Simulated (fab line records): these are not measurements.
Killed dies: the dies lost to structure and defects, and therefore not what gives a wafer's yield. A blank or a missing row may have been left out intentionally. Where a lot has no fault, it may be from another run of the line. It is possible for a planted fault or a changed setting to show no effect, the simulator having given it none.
Which of the tools did it? + flow gf180mcu + 21 wafers sampled from 7 lots at 1 step of a route of 602

== WHAT EACH GAUGE READ, for each wafer ==
GF_CONTACT_THK_MEAS_03.
| lot  | measured     | on            | CONTACT_CVD_02_THK (nm) |
|------|--------------|---------------|-------------------------|
| L996 | day 15 20:19 | film_metro-01 | 841 841 832             |
| L999 | day 17 00:26 | film_metro-02 | 852 837 845             |
| L102 | day 18 02:28 | film_metro-04 | 835 851 855             |
| L106 | day 19 16:11 | film_metro-01 | 851 865 859             |
| L112 | day 21 16:34 | film_metro-04 | 837 844 853             |
| L114 | day 22 07:14 | film_metro-01 | 854 858 869             |
| L117 | day 23 04:05 | film_metro-02 | 842 855 873             |

== WHICH TOOL RAN EACH LOT (tool, then ch and the chambers of the sampled wafers, then the start) ==
There is no process step in the record ahead of these readings.

== THE ANSWER, worked out from the rows above alone ==
Rule: the lots themselves supply what counts as usual. Put in order of their means at a reading, lots are off if they are a third of the lots or fewer, leave a main group of 4 or more, and stand apart from it by a gap of 3 or more times the standard deviation of the main group's means; of several such gaps the widest counts. Not used: any main group whose means are identical at the precision the tables above print for the reading. Also off: a lot with no number at a reading for which 4 or more lots have one. Where the step has rows for the other lots, those lots are counted as sound.
No lot is off at any reading shown: from this, nothing can be told.

== WHAT WAS PUT IN BY THE SIMULATOR ==
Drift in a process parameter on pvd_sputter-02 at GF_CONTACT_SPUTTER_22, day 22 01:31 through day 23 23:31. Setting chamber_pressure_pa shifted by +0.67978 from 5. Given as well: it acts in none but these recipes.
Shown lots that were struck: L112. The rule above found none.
